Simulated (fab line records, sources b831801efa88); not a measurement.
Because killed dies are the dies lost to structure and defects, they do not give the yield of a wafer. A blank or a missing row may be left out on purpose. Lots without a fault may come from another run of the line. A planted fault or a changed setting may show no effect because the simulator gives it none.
What tool caused it?	flow sky130	Sampling: 11 lots, 33 wafers, 5 of 708 route steps

== WHAT THE GAUGES SHOWED, per wafer ==
SKY_VT_ADJUST_HVTP_OVL_MEAS_08. Usual: VT_ADJUST_HVTP_OVL typically reads 0.8 nm, with standard deviation 1.6.
lot	measured	on	VT_ADJUST_HVTP_OVL (nm)	flag
L235	day 7 03:04	overlay-01	-0.5 -1.8 -0.1	
L238	day 7 21:14	overlay-01	0.7 3.0 -0.8	
L240	day 8 08:19	overlay-01	2.9 2.4 3.4	
L247	day 10 05:41	overlay-02	-0.4 2.4 0.7	
L248	day 10 12:52	overlay-02	-0.1 -1.3 1.5	
L249	day 10 21:58	overlay-01	-0.8 -0.6 -0.1	
L250	day 11 07:01	overlay-01	3.4 2.9 3.9	
L251	day 11 08:19	overlay-01	1.7 1.8 1.2	
L252	day 11 12:50	overlay-01	1.6 1.7 1.9	
L253	day 11 18:46	overlay-01	1.0 -0.4 -0.4	
L254	day 12 02:25	overlay-01	0.6 0.2 -0.6	

SKY_VT_ADJUST_PCH_OVL_MEAS_07. Usual: VT_ADJUST_PCH_OVL typically reads 0.3 nm, with standard deviation 1.4.
lot	measured	on	VT_ADJUST_PCH_OVL (nm)	flag
L235	day 11 15:08	overlay-01	-0.9 -0.4 0.4	
L238	day 12 10:08	overlay-02	-1.2 -1.1 -0.9	
L240	day 13 00:46	overlay-01	-2.6 -1.8 -2.2	
L247	day 15 07:52	overlay-01	1.9 1.9 2.7	
L248	day 15 15:56	overlay-02	1.1 0.9 -0.4	
L249	day 16 05:03	overlay-01	-0.3 -0.5 -0.3	
L250	day 16 15:47	overlay-02	1.4 0.7 1.2	
L251	day 16 18:00	overlay-01	1.6 -0.2 0.5	
L252	day 16 20:58	overlay-01	0.9 2.2 3.1	
L253	day 17 05:24	overlay-02	-0.2 2.5 1.6	
L254	day 17 14:08	overlay-01	-1.6 -2.3 -1.6	

SKY_SONOS_ONO_THK_MEAS_05. Usual: SONOS_ONO_CVD_04_THK typically reads 5.66 nm, with standard deviation 0.12.
lot	measured	on	SONOS_ONO_CVD_04_THK (nm)	flag
L235	day 12 20:52	film-metro-01	5.46 5.52 5.53	
L238	day 13 15:11	film-metro-04	5.79 5.69 5.74	
L240	day 14 07:18	film-metro-04	5.76 5.56 5.70	
L247	day 16 18:53	film-metro-04	5.64 5.73 5.61	
L248	day 17 01:58	film-metro-01	5.52 5.64 5.59	
L249	day 17 14:01	film-metro-01	5.51 5.61 5.45	
L250	day 18 03:02	film-metro-01	5.70 5.69 5.75	
L251	day 18 06:40	film-metro-04	5.90 5.96 6.00	
L252	day 18 10:41	film-metro-03	5.74 5.67 5.67	
L253	day 18 20:13	film-metro-01	5.67 5.66 5.65	
L254	day 19 00:22	film-metro-04	5.87 5.87 5.99	

SKY_POLY_GATE_THK_MEAS_01. Usual: POLY_GATE_CVD_00_THK typically reads 181.0 nm, with standard deviation 1.9.
lot	measured	on	POLY_GATE_CVD_00_THK (nm)	flag
L235	day 15 05:58	film-metro-01	182.1 180.7 183.9	
L238	day 16 01:37	film-metro-04	161.8 163.1 161.7	OFF
L240	day 16 20:09	film-metro-04	162.4 162.9 162.7	OFF
L247	day 19 11:17	film-metro-04	181.5 183.1 180.2	
L248	day 19 20:06	film-metro-04	182.6 182.8 186.7	
L249	day 20 07:32	film-metro-02	180.5 180.5 181.4	
L250	day 20 21:43	film-metro-02	179.4 180.4 179.5	
L251	day 21 01:35	film-metro-04	183.0 183.8 182.7	
L252	day 21 05:47	film-metro-04	182.6 181.3 182.3	
L253	day 21 15:46	film-metro-04	180.5 181.0 180.0	
L254	day 21 21:48	film-metro-04	182.1 183.2 182.4	

== WHICH TOOL RAN EACH LOT (tool, then ch and the chambers of the sampled wafers, then the start) ==
lot	SKY_POLY_GATE_CVD_00
L235	lpcvd-01 ch 1, day 15 04:46
L238	lpcvd-01 ch 0, day 16 00:25
L240	lpcvd-01 ch 0, day 16 18:56
L247	lpcvd-01 ch 1, day 19 10:05
L248	lpcvd-01 ch 0, day 19 18:53
L249	lpcvd-01 ch 1, day 20 06:19
L250	lpcvd-01 ch 0, day 20 20:31
L251	lpcvd-01 ch 1, day 21 00:22
L252	lpcvd-01 ch 0, day 21 04:35
L253	lpcvd-01 ch 1, day 21 13:02
L254	lpcvd-01 ch 0, day 21 19:05
- SKY_POLY_GATE_CVD_00: deposits poly-Si, target thk 180 nm, time 720 s.

== AS READ BY THE TOOLS THEMSELVES (means over the sampled wafers that have a number; for cases with no such wafer, the mark the record gives instead) ==
SKY_POLY_GATE_CVD_00. Usual: pressure-mtorr 200.0 mTorr, standard deviation 0.38; spike-tc-lower-C 620.4 C, standard deviation 1.4.
lot	tool	pressure-mtorr (mTorr)	spike-tc-lower-C (C)	flag
L235	lpcvd-01	200.1	622.0	
L238	lpcvd-01	159.4	619.5	OFF
L240	lpcvd-01	160.2	620.1	OFF
L247	lpcvd-01	200.4	622.0	
L248	lpcvd-01	200.4	618.9	
L249	lpcvd-01	200.2	621.7	
L250	lpcvd-01	200.1	618.6	
L251	lpcvd-01	200.0	622.1	
L252	lpcvd-01	200.1	619.5	
L253	lpcvd-01	199.9	621.8	
L254	lpcvd-01	199.4	618.7	

== THE ANSWER, worked out from the rows above alone ==
Rule: a lot counts as off when the mean over its wafers that have a number is more than 3 standard deviations away from the usual mean. Also off: a lot with no number at a reading for which 4 or more lots have one. Where the step has rows for the other lots, those lots are counted as sound. After the gauges, taken in route order, come the tools' own readings; for these a lot's mean is taken, as printed above. The first step at which some lot is off is used, and at that step the reading that is off furthest; a lot without a number counts as furthest.
Off: L238, L240, seen at SKY_POLY_GATE_THK_MEAS_01 (POLY_GATE_CVD_00_THK).
If a tool, at a process step before that reading, ran all the lots that are off and no sound lot after the first of them, it fits. Not tried: the gauges at SKY_POLY_GATE_THK_MEAS_01; whatever is off there is also off at SKY_POLY_GATE_CVD_00, on other tools, and gauge error can't account for it. Not one of the candidates tried fits.

== WHAT THE SIMULATOR HAD PUT IN ==
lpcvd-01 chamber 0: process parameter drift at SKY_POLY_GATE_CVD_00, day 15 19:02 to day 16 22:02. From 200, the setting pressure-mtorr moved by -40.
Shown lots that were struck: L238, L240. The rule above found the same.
